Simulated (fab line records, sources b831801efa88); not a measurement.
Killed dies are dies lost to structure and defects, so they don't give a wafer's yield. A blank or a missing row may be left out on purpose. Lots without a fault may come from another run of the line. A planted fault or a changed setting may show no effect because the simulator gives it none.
Which tool did it? | flow sky130 | 24 lots, 72 wafers sampled, at 6 steps of a route of 708

WHAT THE GAUGES READ, wafer by wafer
SKY_VIA2_RS_MEAS_22: measures by four-point-probe.
lot  | measured     | on            | VIA2_W_RS (ohm/sq)
L074 | day 37 06:08 | film_metro-01 | 0.2735 0.2693 0.2727
L075 | day 37 13:43 | film_metro-01 | 0.2717 0.2714 0.2742
L076 | day 37 23:35 | film_metro-02 | 0.2695 0.2699 0.2699
L077 | day 38 07:18 | film_metro-02 | 0.2719 0.2704 0.2717
L078 | day 38 17:06 | film_metro-04 | 0.2689 0.2694 0.2675
L079 | day 38 20:31 | film_metro-02 | 0.2711 0.2721 0.2711
L080 | day 39 02:32 | film_metro-04 | 0.2719 0.2696 0.2718
L081 | day 39 12:52 | film_metro-01 | 0.2684 0.2714 0.2687
L082 | day 39 20:50 | film_metro-04 | 0.2727 0.2680 0.2702
L083 | day 40 00:35 | film_metro-02 | 0.2746 0.2734 0.2755
L084 | day 40 06:46 | film_metro-02 | 0.2757 0.2715 0.2753
L085 | day 40 19:05 | film_metro-01 | 0.2696 0.2664 0.2714
L086 | day 40 22:05 | film_metro-02 | 0.2724 0.2722 0.2716
L087 | day 41 09:09 | film_metro-04 | 0.2724 0.2717 0.2777
L088 | day 41 11:35 | film_metro-02 | 0.2750 0.2744 0.2767
L089 | day 41 19:17 | film_metro-02 | 0.2758 0.2657 0.2699
L090 | day 41 20:47 | film_metro-01 | 0.2689 0.2767 0.2699
L091 | day 42 07:27 | film_metro-02 | 0.2716 0.2720 0.2685
L092 | day 42 20:34 | film_metro-01 | 0.2700 0.2714 0.2706
L093 | day 42 21:52 | film_metro-04 | 0.2724 0.2696 0.2691
L094 | day 43 00:55 | film_metro-02 | 0.2701 0.2690 0.2707
L095 | day 43 07:05 | film_metro-02 | 0.2712 0.2735 0.2750
L096 | day 43 16:08 | film_metro-04 | 0.2706 0.2695 0.2685
L097 | day 44 00:02 | film_metro-02 | 0.2749 0.2737 0.2717

SKY_CAPM_THK_MEAS_01.
lot  | measured     | on            | CAPM_CVD_00_THK (nm)
L074 | day 37 06:48 | film_metro-02 | 15.13 15.40 15.69
L075 | day 37 14:22 | film_metro-03 | 15.74 15.63 15.35
L076 | day 38 00:13 | film_metro-03 | 15.49 15.34 15.64
L077 | day 38 07:57 | film_metro-04 | 15.44 15.21 15.20
L078 | day 38 17:44 | film_metro-02 | 15.18 15.61 15.60
L079 | day 38 21:16 | film_metro-02 | 15.21 15.52 15.79
L080 | day 39 03:10 | film_metro-02 | 15.40 15.71 15.56
L081 | day 39 13:31 | film_metro-02 | 15.42 15.17 15.70
L082 | day 39 21:29 | film_metro-02 | 15.23 15.88 15.46
L083 | day 40 01:14 | film_metro-02 | 15.64 15.62 15.69
L084 | day 40 07:25 | film_metro-02 | 15.56 15.33 15.81
L085 | day 40 19:45 | film_metro-04 | 15.44 15.50 15.55
L086 | day 40 22:44 | film_metro-02 | 15.48 14.88 15.42
L087 | day 41 09:47 | film_metro-02 | 15.44 15.80 15.64
L088 | day 41 12:13 | film_metro-04 | 15.56 15.23 15.80
L089 | day 41 19:57 | film_metro-02 | 15.57 15.85 15.51
L090 | day 41 21:28 | film_metro-03 | 15.24 15.66 15.74
L091 | day 42 08:07 | film_metro-02 | 15.79 15.42 15.86
L092 | day 42 21:13 | film_metro-04 | 15.43 15.60 15.63
L093 | day 42 22:31 | film_metro-02 | 15.70 15.76 15.70
L094 | day 43 01:34 | film_metro-02 | 15.17 15.36 15.62
L095 | day 43 07:45 | film_metro-04 | 15.10 15.62 15.17
L096 | day 43 16:47 | film_metro-02 | 15.35 15.64 15.76
L097 | day 44 00:41 | film_metro-03 | 15.24 15.70 15.70

SKY_VIA3_BOW_MEAS_03.
lot  | measured     | on            | VIA3_BOW (um)
L074 | day 39 13:47 | film_metro-01 | 80 80 85
L075 | day 39 20:59 | film_metro-03 | 79 92 80
L076 | day 40 05:30 | film_metro-03 | 78 83 65
L077 | day 40 12:26 | film_metro-01 | 69 82 88
L078 | day 40 22:58 | film_metro-01 | 79 67 69
L079 | day 41 01:43 | film_metro-03 | 70 83 69
L080 | day 41 06:29 | film_metro-01 | 75 71 82
L081 | day 41 17:42 | film_metro-01 | 80 80 78
L082 | day 42 01:05 | film_metro-01 | 87 89 91
L083 | day 42 05:33 | film_metro-04 | 93 84 81
L084 | day 42 11:17 | film_metro-04 | 82 93 81
L085 | day 42 23:29 | film_metro-01 | 77 87 75
L086 | day 43 01:49 | film_metro-04 | 79 78 91
L087 | day 43 11:37 | film_metro-01 | 60 65 69
L088 | day 43 13:43 | film_metro-01 | 97 84 90
L089 | day 43 21:08 | film_metro-01 | 72 81 94
L090 | day 43 23:21 | film_metro-01 | 84 69 67
L091 | day 44 08:19 | film_metro-03 | 80 78 79
L092 | day 44 21:10 | film_metro-04 | 88 104 84
L093 | day 44 23:07 | film_metro-03 | 70 77 89
L094 | day 45 02:13 | film_metro-01 | 80 79 70
L095 | day 45 07:55 | film_metro-04 | 79 74 78
L096 | day 45 16:14 | film_metro-03 | 68 73 81
L097 | day 45 23:02 | film_metro-04 | 72 92 75

WHICH TOOL RAN EACH LOT (tool, then ch and the chambers of the sampled wafers, then the start)
lot  | SKY_METAL1_DESCUM_17              | SKY_VIA2_CMP_24               | SKY_CAPM_STRIP_14
L074 | rie_metal-02 ch 0,1, day 33 16:04 | cmp-02 ch 0,1,2, day 37 06:21 | plasma_asher-04 ch 0,1, day 38 09:56
L075 | rie_metal-04 ch 0,1, day 33 22:41 | cmp-02 ch 1,2,3, day 37 13:58 | plasma_asher-04 ch 0,1, day 38 16:57
L076 | rie_metal-01 ch 0,1, day 34 08:52 | cmp-01 ch 0,1,3, day 37 23:43 | plasma_asher-02 ch 0,1, day 39 02:14
L077 | rie_metal-04 ch 1, day 34 18:10   | cmp-01 ch 0,2,3, day 38 07:34 | plasma_asher-02 ch 0,1, day 39 09:07
L078 | rie_metal-01 ch 0,1, day 35 02:59 | cmp-02 ch 0,2,3, day 38 17:14 | plasma_asher-04 ch 0,1, day 39 19:35
L079 | rie_metal-01 ch 0,1, day 35 06:43 | cmp-01 ch 1,2,3, day 38 20:50 | plasma_asher-04 ch 0,1, day 39 23:16
L080 | rie_metal-01 ch 0,1, day 35 14:23 | cmp-01 ch 0,1, day 39 02:43   | plasma_asher-01 ch 0,1, day 40 04:13
L081 | rie_metal-02 ch 1, day 35 23:55   | cmp-02 ch 0,3, day 39 13:02   | plasma_asher-02 ch 0,1, day 40 14:19
L082 | rie_metal-04 ch 0,1, day 36 09:11 | cmp-02 ch 0,2,3, day 39 20:59 | plasma_asher-01 ch 0,1, day 40 22:19
L083 | rie_metal-01 ch 0,1, day 36 12:25 | cmp-01 ch 1,3, day 40 00:46   | plasma_asher-01 ch 0,1, day 41 02:25
L084 | rie_metal-01 ch 0,1, day 36 19:40 | cmp-01 ch 2,3, day 40 06:56   | plasma_asher-01 ch 0,1, day 41 08:29
L085 | rie_metal-01 ch 0,1, day 37 08:31 | cmp-01 ch 1,2,3, day 40 19:19 | plasma_asher-01 ch 0,1, day 41 19:58
L086 | rie_metal-04 ch 0,1, day 37 11:25 | cmp-01 ch 1,2, day 40 22:16   | plasma_asher-04 ch 0,1, day 41 23:19
L087 | rie_metal-04 ch 0,1, day 38 01:01 | cmp-01 ch 2,3, day 41 09:19   | plasma_asher-01 ch 1, day 42 09:49
L088 | rie_metal-01 ch 0,1, day 38 03:02 | cmp-02 ch 0,2,3, day 41 11:50 | plasma_asher-01 ch 0, day 42 12:22
L089 | rie_metal-02 ch 1, day 38 09:47   | cmp-01 ch 0,1,2, day 41 19:29 | plasma_asher-02 ch 0,1, day 42 20:01
L090 | rie_metal-04 ch 0,1, day 38 12:34 | cmp-01 ch 0,2,3, day 41 21:04 | plasma_asher-02 ch 0,1, day 42 21:41
L091 | rie_metal-02 ch 1, day 39 00:14   | cmp-01 ch 1,2,3, day 42 07:41 | plasma_asher-02 ch 0,1, day 43 07:43
L092 | rie_metal-04 ch 0,1, day 39 12:47 | cmp-02 ch 0,1,3, day 42 20:49 | plasma_asher-04 ch 0,1, day 43 20:10
L093 | rie_metal-01 ch 0,1, day 39 13:55 | cmp-02 ch 0,2, day 42 22:01   | plasma_asher-01 ch 0,1, day 43 21:40
L094 | rie_metal-04 ch 0,1, day 39 17:19 | cmp-01 ch 1,2,3, day 43 01:09 | plasma_asher-04 ch 0,1, day 44 00:35
L095 | rie_metal-04 ch 0,1, day 40 00:07 | cmp-01 ch 0,1,2, day 43 07:19 | plasma_asher-01 ch 0,1, day 44 06:19
L096 | rie_metal-01 ch 0,1, day 40 10:31 | cmp-02 ch 0,2,3, day 43 16:19 | plasma_asher-02 ch 1, day 44 15:34
L097 | rie_metal-04 ch 0, day 40 19:13   | cmp-01 ch 0,3, day 44 00:12   | plasma_asher-02 ch 0,1, day 44 23:13
- SKY_METAL1_DESCUM_17: chemistry O2, time 8 s.
- SKY_VIA2_CMP_24: polishes, stops on SiO2, t overpolish 20 s, target thk 0 nm.
- SKY_CAPM_STRIP_14: strips in O2/N2.

WHAT THE TOOLS THEMSELVES READ (means of the sampled wafers that have a number; where no wafer has one, the mark that the record gives instead)
SKY_METAL1_DESCUM_17.
lot  | tool         | drypump_motor_current_A (A) | oes_product_au (a.u.)
L074 | rie_metal-02 | 5.3                         | 1.006
L075 | rie_metal-04 | 6.0                         | 0.986
L076 | rie_metal-01 | 5.2                         | 0.997
L077 | rie_metal-04 | 5.2                         | 0.984
L078 | rie_metal-01 | 5.4                         | 1.013
L079 | rie_metal-01 | 5.4                         | 1.008
L080 | rie_metal-01 | 5.4                         | 1.007
L081 | rie_metal-02 | 5.1                         | 1.000
L082 | rie_metal-04 | 6.0                         | 1.000
L083 | rie_metal-01 | 5.5                         | 1.013
L084 | rie_metal-01 | 5.4                         | 1.014
L085 | rie_metal-01 | 5.4                         | 1.007
L086 | rie_metal-04 | 5.6                         | 0.989
L087 | rie_metal-04 | 6.0                         | 1.000
L088 | rie_metal-01 | 5.2                         | 1.011
L089 | rie_metal-02 | 5.0                         | 0.998
L090 | rie_metal-04 | 5.6                         | 0.988
L091 | rie_metal-02 | 5.0                         | 0.990
L092 | rie_metal-04 | 6.0                         | 1.003
L093 | rie_metal-01 | 5.4                         | 1.015
L094 | rie_metal-04 | 6.0                         | 1.001
L095 | rie_metal-04 | 5.6                         | 0.993
L096 | rie_metal-01 | 5.4                         | 1.020
L097 | rie_metal-04 | 6.4                         | 1.001

SKY_VIA2_CMP_24.
lot  | tool   | edge_zone_pressure_frac | head_pressure_psi (psi) | motor_current_A (A) | overpolish_run_s (s) | platen_rpm (rpm) | retaining_ring_pressure_frac | slurry_filter_dp_kPa (kPa) | time_to_endpoint_s (s)
L074 | cmp-02 | 1.002                   | 3.498                   | 10.9                | 20.007               | 60.02            | 0.995                        | 13.59                      | 102
L075 | cmp-02 | 1.006                   | 3.500                   | 10.5                | 19.990               | 59.97            | 1.000                        | 13.50                      | 104
L076 | cmp-01 | 1.005                   | 3.503                   | 10.3                | 19.991               | 60.00            | 0.995                        | 13.49                      | 101
L077 | cmp-01 | 1.003                   | 3.509                   | 11.4                | 19.998               | 59.97            | 0.997                        | 13.71                      | 102
L078 | cmp-02 | 0.998                   | 3.498                   | 11.2                | 19.991               | 60.04            | 1.003                        | 13.49                      | 102
L079 | cmp-01 | 1.002                   | 3.499                   | 11.4                | 19.996               | 60.04            | 0.996                        | 13.49                      | 102
L080 | cmp-01 | 0.999                   | 3.496                   | 10.2                | 20.003               | 60.04            | 0.998                        | 13.38                      | 107
L081 | cmp-02 | 1.004                   | 3.497                   | 11.3                | 19.995               | 59.99            | 0.998                        | 13.47                      | 102
L082 | cmp-02 | 1.000                   | 3.504                   | 11.0                | 19.997               | 60.00            | 0.999                        | 13.61                      | 102
L083 | cmp-01 | 0.996                   | 3.498                   | 10.6                | 20.003               | 59.98            | 1.001                        | 13.40                      | 97
L084 | cmp-01 | 1.000                   | 3.508                   | 12.1                | 20.002               | 59.97            | 0.996                        | 13.60                      | 98
L085 | cmp-01 | 1.005                   | 3.504                   | 11.4                | 20.003               | 60.00            | 0.995                        | 13.51                      | 101
L086 | cmp-01 | 1.000                   | 3.502                   | 11.8                | 20.004               | 59.95            | 0.998                        | 13.44                      | 103
L087 | cmp-01 | 1.004                   | 3.506                   | 11.1                | 19.987               | 60.01            | 0.998                        | 13.58                      | 101
L088 | cmp-02 | 1.004                   | 3.501                   | 11.0                | 19.993               | 60.00            | 1.000                        | 13.49                      | 101
L089 | cmp-01 | 1.001                   | 3.497                   | 11.3                | 19.996               | 60.00            | 0.998                        | 13.42                      | 103
L090 | cmp-01 | 1.006                   | 3.504                   | 11.0                | 20.003               | 59.98            | 1.007                        | 13.59                      | 100
L091 | cmp-01 | 1.000                   | 3.502                   | 10.9                | 19.997               | 59.97            | 1.003                        | 13.45                      | 100
L092 | cmp-02 | 1.006                   | 3.488                   | 11.5                | 20.000               | 59.94            | 0.999                        | 13.45                      | 106
L093 | cmp-02 | 0.998                   | 3.493                   | 10.9                | 20.002               | 60.00            | 1.004                        | 13.48                      | 105
L094 | cmp-01 | 1.003                   | 3.502                   | 11.4                | 20.006               | 59.99            | 0.998                        | 13.51                      | 103
L095 | cmp-01 | 1.000                   | 3.503                   | 11.1                | 19.990               | 60.00            | 1.002                        | 13.61                      | 104
L096 | cmp-02 | 0.999                   | 3.499                   | 11.2                | 20.013               | 60.03            | 0.999                        | 13.53                      | 105
L097 | cmp-01 | 0.995                   | 3.503                   | 10.5                | 19.995               | 60.00            | 0.997                        | 13.44                      | 99

SKY_CAPM_STRIP_14.
lot  | tool            | drypump_motor_current_A (A) | oes_product_au (a.u.) | strip_time_to_endpoint_s (s)
L074 | plasma_asher-04 | 5.38                        | 0.712                 | 12.59
L075 | plasma_asher-04 | 5.61                        | 0.705                 | 12.60
L076 | plasma_asher-02 | 5.77                        | 0.709                 | 12.68
L077 | plasma_asher-02 | 5.92                        | 0.715                 | 12.69
L078 | plasma_asher-04 | 5.62                        | 0.715                 | 12.57
L079 | plasma_asher-04 | 5.62                        | 0.712                 | 12.69
L080 | plasma_asher-01 | 5.86                        | 0.710                 | 12.66
L081 | plasma_asher-02 | 5.74                        | 0.711                 | 12.60
L082 | plasma_asher-01 | 5.91                        | 0.708                 | 12.66
L083 | plasma_asher-01 | 5.86                        | 0.713                 | 12.65
L084 | plasma_asher-01 | 5.93                        | 0.708                 | 12.66
L085 | plasma_asher-01 | 5.94                        | 0.714                 | 12.66
L086 | plasma_asher-04 | 5.63                        | 0.705                 | 12.62
L087 | plasma_asher-01 | 5.77                        | 0.707                 | 12.65
L088 | plasma_asher-01 | 5.98                        | 0.706                 | 12.70
L089 | plasma_asher-02 | 5.90                        | 0.710                 | 12.64
L090 | plasma_asher-02 | 5.93                        | 0.712                 | 12.63
L091 | plasma_asher-02 | 5.91                        | 0.710                 | 12.66
L092 | plasma_asher-04 | 5.39                        | 0.708                 | 12.62
L093 | plasma_asher-01 | 5.93                        | 0.714                 | 12.73
L094 | plasma_asher-04 | 5.64                        | 0.711                 | 12.72
L095 | plasma_asher-01 | 5.86                        | 0.713                 | 12.70
L096 | plasma_asher-02 | 5.60                        | 0.709                 | 12.62
L097 | plasma_asher-02 | 5.95                        | 0.709                 | 12.64

THE ANSWER, worked out from the rows above alone
Rule: what is usual is taken from the lots themselves. Put in order of their means at a reading, lots are off if they are a third of the lots or fewer, leave a main group of 4 or more, and stand apart from it by a gap of 3 or more times the standard deviation of the main group's means; of several such gaps the widest counts. A main group whose means are all the same, to the digits that the tables above print for the reading, isn't used. A lot without any number at a reading at which 4 lots or more have one is off too. The other lots that the step has rows for count as sound. The gauges are gone through in route order, then the tools' own readings, and for those a lot's mean is taken as printed above. The first step at which some lot is off is used, and at that step the reading that is off furthest; a lot without a number counts as furthest.
No lot is off at any reading shown: from this, nothing can be told.

WHAT THE SIMULATOR HAD PUT IN
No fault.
